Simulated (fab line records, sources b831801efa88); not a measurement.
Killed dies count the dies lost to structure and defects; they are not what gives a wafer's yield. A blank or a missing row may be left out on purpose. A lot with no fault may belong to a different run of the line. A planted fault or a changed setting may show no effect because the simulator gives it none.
fab line records	flow sky130
[record] lots = 11	wafers = 33	last_day = 50
route steps=708 shown FIELD_ISO@16 DNWELL@43 VT_ADJUST_LVTN@101 PAD_OPEN@708
lots that met no fault: from a run of the same line without faults
start_h: start of the lot's first displayed wafer, in hours after the record's first day	wait_h: time in hours since the lot's previous step	" repeats the value in the row above	L1.1+2: several wafers, shown together as one row	- no value, or no start was given	* or withheld: withheld	< > ~ a bound
route shown NAME@n: names a module that has steps shown in the file, with the first one's number in the route	usual: mean/standard deviation of fault-free wafers	same: alike in all rows	chamber/n: place in a boat	sites: per-site readings	_std_site: standard deviation of those values	_edge_site: inner sites' mean taken away from outer sites' mean	radius_mm: how far each site lies from the wafer's centre	mask NAME#n: copy n	behind: tool/chamber where the wafer was last shaped	hold: the reason the lot was held/the length of the hold in hours/how it ended	device: names the non-switching transistor (n, p or np)	end of line: the route-end tests of the same wafers	step lacking rows: just its recipe	killed: not the wafer's yield, but the dies lost to structure and defects at the first sort	map: per-die view of a wafer (x killed, . not killed, _ where there is no die)
set.NAME: the setting that was run; set.NAME@STEP: the one run at that earlier step	model.NAME: the simulator's own value behind a step, which no gauge read
route steps across a sampled set of lots; one table per step, one row per wafer
services: a tool's chamber out of use, with start hour (start_h, from the record's first day; less than 0 if before it), hours out, and reason
[[steps]]
[step SKY_FIELD_ISO_ETCH_15]
[recipe] chemistry = CHF3/O2	target_depth_nm = 180	stop_on = Si	source_w = 600	bias_w = 200	pressure_mtorr = 40	chf3_flow_sccm = 50	O2_flow_sccm = 5	time_s = 72
[usual] drypump_motor_current_A = 5.5/0.38	oes_product_au = 0.942/0.0075	throttle_valve_pct = 8.844/0.0089
lot.wafer	tool	chamber	start_h	wait_h	drypump_motor_current_A	oes_product_au	rf_hours_counter_h	throttle_valve_pct
L318.2	rie_diel-04	1	27.65	0.0	5.7	0.938	121	8.848
L318.4	"	1	"	"	5.7	0.931	-	8.838
L318.5	"	2	"	"	5.2	0.939	-	8.848
L321.2	rie_diel-01	0	44.44	0.0	5.5	0.955	127	8.854
L321.4	"	2	"	"	6.3	0.943	5	8.837
L321.6	"	1	"	"	5.7	0.943	-	8.852
L322.2	rie_diel-03	1	50.19	0.0	5.4	0.942	94	8.850
L322.5	"	3	"	"	5.4	0.945	-	8.828
L322.6	"	0	"	"	5.9	0.943	-	8.849
L329.3	rie_diel-03	2	85.74	0.0	5.1	0.953	7	8.847
L329.4	"	0	"	"	5.9	0.952	11	8.847
L329.6	"	1	"	"	5.4	0.952	-	8.841
L330.1	rie_diel-03	2	92.05	0.0	5.1	0.949	7	8.832
L330.2	"	1	"	"	5.4	0.934	95	8.835
L330.5	"	1	"	"	5.4	0.931	-	8.849
L332.1	rie_diel-03	0	101.14	0.0	5.9	0.944	12	8.836
L332.4	"	1	"	"	5.4	0.942	95	8.840
L332.5	"	3	"	"	5.4	0.947	-	8.853
L333.1	rie_diel-01	3	108.40	0.0	5.3	0.950	147	8.846
L333.4	"	2	"	"	6.3	0.941	6	8.838
L333.5	"	2	"	"	6.3	0.944	-	8.834
L334.3	rie_diel-04	1	113.70	0.0	5.8	0.945	122	8.849
L334.5	"	1	"	"	5.7	0.941	-	8.852
L334.6	"	0	"	"	5.0	0.946	-	8.860
L336.1	rie_diel-04	3	125.25	0.0	5.0	0.943	117	8.847
L336.3	"	2	"	"	5.2	0.940	0	8.854
L336.4	"	0	"	"	5.0	0.939	2	8.826
L337.1	rie_diel-03	0	130.04	0.0	5.9	0.937	12	8.848
L337.4	"	3	"	"	5.4	0.948	132	8.848
L337.5	"	1	"	"	5.4	0.946	-	8.827
L340.1	rie_diel-01	1	143.04	0.0	5.8	0.955	142	8.852
L340.2	"	0	"	"	5.5	0.953	129	8.850
L340.3	"	3	"	"	5.3	0.950	148	8.838
[step SKY_FIELD_ISO_THK_MEAS_25]
[recipe] reads = SiO2_of_FIELD_ISO_CVD_24
[usual] FIELD_ISO_CVD_24_THK = 596/6.3
lot.wafer	tool	chamber	start_h	wait_h	FIELD_ISO_CVD_24_THK[nm]
L318.2	film_metro-04	-	29.60	0.0	597
L318.4	"	-	"	"	587
L318.5	"	-	"	"	593
L321.2	film_metro-01	-	46.27	0.0	592
L321.4	"	-	"	"	589
L321.6	"	-	"	"	583
L322.2	film_metro-04	-	53.00	0.0	601
L322.5	"	-	"	"	602
L322.6	"	-	"	"	601
L329.3	film_metro-02	-	90.54	0.1	586
L329.4	"	-	"	"	591
L329.6	"	-	"	"	593
L330.1	film_metro-01	-	99.20	0.0	611
L330.2	"	-	"	"	606
L330.5	"	-	"	"	614
L332.1	film_metro-02	-	106.03	0.0	594
L332.4	"	-	"	"	597
L332.5	"	-	"	"	602
L333.1	film_metro-01	-	110.23	0.0	593
L333.4	"	-	"	"	604
L333.5	"	-	"	"	592
L334.3	film_metro-01	-	115.71	0.1	593
L334.5	"	-	"	"	600
L334.6	"	-	"	"	593
L336.1	film_metro-02	-	127.94	0.0	591
L336.3	"	-	"	"	593
L336.4	"	-	"	"	588
L337.1	film_metro-01	-	132.33	0.0	599
L337.4	"	-	"	"	604
L337.5	"	-	"	"	598
L340.1	film_metro-04	-	146.11	0.0	588
L340.2	"	-	"	"	591
L340.3	"	-	"	"	582
[step SKY_DNWELL_STRIP_08]
[recipe] chemistry = O2/N2	power_w = 1400	pressure_mtorr = 1500	platen_temp_c = withheld	o2_flow_sccm = 3000	n2_flow_sccm = 300	overash_fraction = 0.5
[usual] drypump_motor_current_A = 5.7/0.46	oes_product_au = 0.722/0.0047	strip_time_to_endpoint_s = 36.96/0.11
lot.wafer	tool	chamber	start_h	wait_h	drypump_motor_current_A	oes_product_au	rf_hours_counter_h	strip_time_to_endpoint_s
L318.2	plasma_asher-02	0	50.33	0.1	5.1	0.718	24	36.98
L318.4	"	1	"	"	5.2	0.726	-	36.88
L318.5	"	1	"	"	5.2	0.720	-	37.03
L321.2	plasma_asher-02	1	66.69	0.1	5.2	0.710	26	36.95
L321.4	"	0	"	"	5.1	0.721	-	36.84
L321.6	"	0	"	"	5.2	0.730	-	36.91
L322.2	plasma_asher-03	1	75.29	0.1	5.9	0.715	38	36.81
L322.5	"	1	"	"	5.9	0.724	-	36.86
L322.6	"	0	"	"	6.3	0.720	-	36.78
L329.3	plasma_asher-03	0	119.77	0.1	6.3	0.719	-	36.89
L329.4	"	1	"	"	5.9	0.720	-	36.79
L329.6	"	0	"	"	6.3	0.723	-	36.85
L330.1	plasma_asher-02	0	125.63	0.1	5.2	0.722	32	36.95
L330.2	"	1	"	"	5.2	0.718	32	36.88
L330.5	"	0	"	"	5.2	0.719	-	36.97
L332.1	plasma_asher-01	0	130.39	0.1	5.4	0.726	1	36.87
L332.4	"	1	"	"	6.2	0.721	-	36.97
L332.5	"	0	"	"	5.4	0.715	-	37.05
L333.1	plasma_asher-02	0	134.24	0.1	5.1	0.718	33	37.09
L333.4	"	1	"	"	5.2	0.717	-	37.09
L333.5	"	0	"	"	5.1	0.719	-	37.00
L334.3	plasma_asher-02	0	139.86	0.1	5.1	0.729	-	36.81
L334.5	"	0	"	"	5.1	0.722	-	36.88
L334.6	"	1	"	"	5.2	0.717	-	36.91
L336.1	plasma_asher-03	0	152.58	0.1	6.3	0.711	46	36.92
L336.3	"	0	"	"	6.3	0.726	-	36.87
L336.4	"	1	"	"	5.9	0.720	-	36.92
L337.1	plasma_asher-03	0	156.99	0.1	6.3	0.726	46	36.83
L337.4	"	0	"	"	6.3	0.720	-	36.91
L337.5	"	0	"	"	6.3	0.725	-	36.91
L340.1	plasma_asher-03	0	174.84	0.1	6.3	0.723	48	37.00
L340.2	"	1	"	"	5.9	0.723	48	36.95
L340.3	"	1	"	"	5.9	0.731	-	36.92
[step SKY_VT_ADJUST_LVTN_EXPOSE_04]
[recipe] mask_id = NWM_COMPLEMENT_LESS_NATIVE	na = 0.6	source_shape = conventional	sigma_outer = 0.6	polarization = unpolarized	target_cd_nm = 840	dose_mj = 194
[same] na = 0.6
lot.wafer	tool	chamber	start_h	wait_h	mask
L318.2+4+5	iline_stepper-02	0	130.04	-	NWM_COMPLEMENT_LESS_NATIVE#0
L321.2+4+6	iline_stepper-02	0	151.11	-	HVTPM#0
L322.2+5+6	iline_stepper-02	0	159.26	-	NWM_COMPLEMENT_LESS_NATIVE#0
L329.3+4+6	iline_stepper-02	0	212.44	-	NWM_COMPLEMENT_LESS_NATIVE#0
L330.1+2+5	iline_stepper-02	0	220.49	-	NWM_COMPLEMENT_LESS_NATIVE#0
L332.1+4+5	iline_stepper-01	0	225.11	-	NWM_COMPLEMENT_LESS_NATIVE#0
L333.1+4+5	iline_stepper-01	0	230.33	-	NWM_COMPLEMENT_LESS_NATIVE#0
L334.3+5+6	iline_stepper-02	0	238.31	-	NWM_COMPLEMENT_LESS_NATIVE#0
L336.1+3+4	iline_stepper-02	0	251.66	-	NWM_COMPLEMENT_LESS_NATIVE#0
L337.1+4+5	iline_stepper-02	0	258.78	-	NWM_COMPLEMENT_LESS_NATIVE#0
L340.1+2+3	iline_stepper-01	0	279.39	-	NWM_COMPLEMENT_LESS_NATIVE#0
[step SKY_VT_ADJUST_LVTN_OVL_MEAS_07]
[usual] VT_ADJUST_LVTN_OVL = -0.5/1.2
lot.wafer	tool	chamber	start_h	wait_h	VT_ADJUST_LVTN_OVL[nm]
L318.2	overlay-01	-	139.50	-	-0.5
L318.4	"	-	"	"	-0.4
L318.5	"	-	"	"	-0.1
L321.2	overlay-02	-	160.33	-	-
L321.4	"	-	"	"	-
L321.6	"	-	"	"	-
L322.2	overlay-01	-	169.53	-	-1.9
L322.5	"	-	"	"	-2.4
L322.6	"	-	"	"	-2.8
L329.3	overlay-01	-	223.15	-	-0.6
L329.4	"	-	"	"	-1.1
L329.6	"	-	"	"	-1.5
L330.1	overlay-02	-	231.84	-	0.1
L330.2	"	-	"	"	0.7
L330.5	"	-	"	"	-0.9
L332.1	overlay-01	-	237.78	-	-0.9
L332.4	"	-	"	"	0.1
L332.5	"	-	"	"	-0.6
L333.1	overlay-01	-	242.09	-	0.5
L333.4	"	-	"	"	-0.6
L333.5	"	-	"	"	-1.1
L334.3	overlay-02	-	249.35	-	-0.2
L334.5	"	-	"	"	-0.3
L334.6	"	-	"	"	-1.0
L336.1	overlay-02	-	264.08	-	-0.7
L336.3	"	-	"	"	0.2
L336.4	"	-	"	"	-1.8
L337.1	overlay-01	-	270.68	-	-0.7
L337.4	"	-	"	"	0.6
L337.5	"	-	"	"	0.0
L340.1	overlay-02	-	292.28	-	-1.1
L340.2	"	-	"	"	-1.8
L340.3	"	-	"	"	-1.7
[step SKY_VT_ADJUST_LVTN_TW_MEAS_10]
[usual] VT_ADJUST_LVTN_TW = 241.6/1.5
lot.wafer	tool	chamber	start_h	wait_h	VT_ADJUST_LVTN_TW
L318.2	film_metro-01	-	139.79	0.1	242.3
L318.4	"	-	"	"	240.7
L318.5	"	-	"	"	241.5
L321.2	film_metro-01	-	160.62	0.1	30.1
L321.4	"	-	"	"	30.2
L321.6	"	-	"	"	30.0
L322.2	film_metro-04	-	169.82	0.1	241.5
L322.5	"	-	"	"	242.4
L322.6	"	-	"	"	241.9
L329.3	film_metro-01	-	223.45	0.1	242.5
L329.4	"	-	"	"	241.8
L329.6	"	-	"	"	243.1
L330.1	film_metro-04	-	232.13	0.1	241.6
L330.2	"	-	"	"	240.1
L330.5	"	-	"	"	241.8
L332.1	film_metro-04	-	238.06	0.1	242.9
L332.4	"	-	"	"	241.4
L332.5	"	-	"	"	240.5
L333.1	film_metro-04	-	242.38	0.1	243.6
L333.4	"	-	"	"	241.7
L333.5	"	-	"	"	241.8
L334.3	film_metro-04	-	249.65	0.1	244.1
L334.5	"	-	"	"	243.0
L334.6	"	-	"	"	242.8
L336.1	film_metro-04	-	264.36	0.1	244.3
L336.3	"	-	"	"	242.8
L336.4	"	-	"	"	243.7
L337.1	film_metro-01	-	270.96	0.1	242.9
L337.4	"	-	"	"	240.6
L337.5	"	-	"	"	241.0
L340.1	film_metro-01	-	292.56	0.1	241.1
L340.2	"	-	"	"	242.3
L340.3	"	-	"	"	242.0
[step SKY_PAD_OPEN_PROBE_99]
[usual] killed_at_M0_to_M3 = 43/7.7	killed_at_M4_up = 3.4/1.9	killed_at_contacts = 25/5.6	killed_at_front_end = 14/4.3	killed_at_other = 0.2/0.5	killed_dies = 86/10	killed_on_rim = 17/4.1	killed_open = 47/7.2	killed_short = 39/6.7
[same] gross_dies = 492	killed_at_back_side = 0
lot.wafer	tool	chamber	start_h	wait_h	killed_at_M0_to_M3	killed_at_M4_up	killed_at_contacts	killed_at_front_end	killed_at_other	killed_dies	killed_on_rim	killed_open	killed_short
L321.2	prober-01	-	1098.19	0.1	39	2	32	419	0	492	96	48	40
L321.4	prober-01	-	1098.29	0.2	40	5	35	412	0	492	96	44	51
L321.6	prober-01	-	1098.39	0.2	51	6	39	396	0	492	96	49	60
L330.1	prober-02	-	1154.39	0.1	39	2	29	12	0	82	15	46	36
L330.2	prober-02	-	1154.44	0.1	43	4	35	10	0	92	18	53	39
L330.5	prober-02	-	1154.59	0.2	48	5	18	17	0	88	21	49	39
L333.1	prober-02	-	1174.90	0.1	44	0	23	13	0	80	19	46	34
L333.4	prober-02	-	1175.05	0.2	73	8	27	16	0	124	29	62	62
L333.5	prober-02	-	1175.10	0.2	57	2	19	15	0	93	14	41	52
// killed by level:class
L321.2 VT_ADJUST_LVTN:area_expose=404 LI_CONTACT:geometric_particle:open=8 CONTACT:geometric_particle:open=8 VIA1:geometric_particle:open=8 VIA2:geometric_particle:open=7 LI_CONTACT:geometric_particle:short=6 VIA1:geometric_particle:short=5 CONTACT:geometric_particle:short=5
L321.4 VT_ADJUST_LVTN:area_expose=397 LOCAL_INTERCONNECT:geometric_particle:short=9 CONTACT:geometric_particle:open=9 VIA1:geometric_particle:open=8 VIA3:geometric_particle:open=7 CONTACT:geometric_particle:short=7 FIELD_ISO:geometric_particle:open=6 LI_CONTACT:geometric_particle:open=6
L321.6 VT_ADJUST_LVTN:area_expose=383 CONTACT:geometric_particle:open=14 VIA1:geometric_particle:short=10 FIELD_ISO:geometric_particle:short=9 LI_CONTACT:geometric_particle:open=9 VIA1:geometric_particle:open=8 METAL1:geometric_particle:short=7 METAL2:geometric_particle:short=7
L330.1 CONTACT:geometric_particle:open=11 VIA1:geometric_particle:open=9 LI_CONTACT:geometric_particle:open=8 VIA3:geometric_particle:open=6 METAL2:geometric_particle:short=6 FIELD_ISO:geometric_particle:short=5 VIA2:geometric_particle:open=5 LI_CONTACT:geometric_particle:short=4
L330.2 VIA1:geometric_particle:open=13 LI_CONTACT:geometric_particle:open=12 CONTACT:geometric_particle:open=9 VIA1:geometric_particle:short=7 CONTACT:geometric_particle:short=6 VIA2:geometric_particle:open=5 LOCAL_INTERCONNECT:geometric_particle:short=4 METAL4:geometric_particle:short=4
L330.5 VIA1:geometric_particle:open=11 LI_CONTACT:geometric_particle:open=8 VIA3:geometric_particle:open=8 VIA2:geometric_particle:open=8 CONTACT:geometric_particle:open=6 METAL1:geometric_particle:short=6 FIELD_ISO:geometric_particle:open=4 VIA1:geometric_particle:short=4
L333.1 VIA3:geometric_particle:open=9 LI_CONTACT:geometric_particle:open=7 CONTACT:geometric_particle:open=7 VIA2:geometric_particle:open=7 VIA1:geometric_particle:open=7 METAL1:geometric_particle:short=5 METAL2:geometric_particle:short=5 POLY_GATE:geometric_particle:open=4
L333.4 VIA1:geometric_particle:open=16 METAL2:geometric_particle:short=14 VIA1:geometric_particle:short=14 CONTACT:geometric_particle:open=9 VIA3:geometric_particle:open=8 VIA2:geometric_particle:open=7 FIELD_ISO:geometric_particle:open=6 METAL1:geometric_particle:short=5
L333.5 VIA1:geometric_particle:open=13 VIA1:geometric_particle:short=12 METAL2:geometric_particle:short=9 CONTACT:geometric_particle:open=7 METAL1:geometric_particle:short=7 METAL3:geometric_particle:short=7 FIELD_ISO:geometric_particle:short=6 LOCAL_INTERCONNECT:geometric_particle:short=5
[[services]]
tool	chamber	start_h	hours	kind
rie_diel-01	0	61.06	6.3	repair
rie_diel-03	-	69.10	0.2	repair
plasma_asher-03	-	73.73	0.5	repair
iline_stepper-01	-	74.45	0.5	repair
rie_diel-04	3	82.22	10.9	repair
iline_stepper-02	-	87.31	4.4	pm
rie_diel-04	2	93.08	-	clean
rie_diel-04	2	93.08	24.7	scheduled_down
rie_diel-04	2	93.08	24.7	vent_cycle
iline_stepper-02	-	103.11	0.8	pm
plasma_asher-01	-	108.75	9.0	pm
rie_diel-03	1	135.22	7.4	repair
iline_stepper-01	-	144.70	9.5	repair
iline_stepper-02	-	154.16	1.7	pm
iline_stepper-01	-	164.36	1.7	pm
rie_diel-04	-	168.57	0.3	repair
iline_stepper-02	-	188.20	2.1	pm
iline_stepper-02	-	190.29	-	consumable_replace:lamp
rie_diel-04	-	194.46	2.8	pm
rie_diel-01	-	195.85	2.8	pm
plasma_asher-01	-	201.45	14.6	pm
rie_diel-04	-	205.22	0.3	repair
plasma_asher-02	-	238.85	1.7	repair
rie_diel-03	2	249.29	35.0	repair
[[key]]
[first_sign] step = SKY_VT_ADJUST_LVTN_EXPOSE_04	reading = mask	direction = changed
[effect] step = SKY_VT_ADJUST_LVTN_OVL_MEAS_07	reading = VT_ADJUST_LVTN_OVL	direction = missing
[effect] step = SKY_VT_ADJUST_LVTN_TW_MEAS_10	reading = VT_ADJUST_LVTN_TW	direction = down	sigmas = 99+	usual = 241.6	struck = 30.1
[effect] step = SKY_PAD_OPEN_PROBE_99	reading = killed_at_front_end	direction = up	sigmas = 91	usual = 14	struck = 409
[more_kills_born_at] SKY_VT_ADJUST_LVTN_EXPOSE_04@iline_stepper-02 = 1184
met_at SKY_VT_ADJUST_LVTN_EXPOSE_04
struck_lots L321
tester_left_out L321
not_acting_at SKY_FIELD_ISO_ETCH_15,SKY_FIELD_ISO_THK_MEAS_25,SKY_DNWELL_STRIP_08
onset_between 130.04 151.11
[fault] kind = wrong_mask	tool = any	chamber = -	onset_h = 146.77	steps = SKY_VT_ADJUST_LVTN_EXPOSE_04	aux_copy = HVTPM#0	scope = struck_lots_only
// tester_left_out: of these lots the tester's yield and bins aren't shown, on N5 and GAA mostly nor the transistor test; their killed dies are dies lost to structure and defects alone, not to doping, threshold or leakage, so they don't give the yield
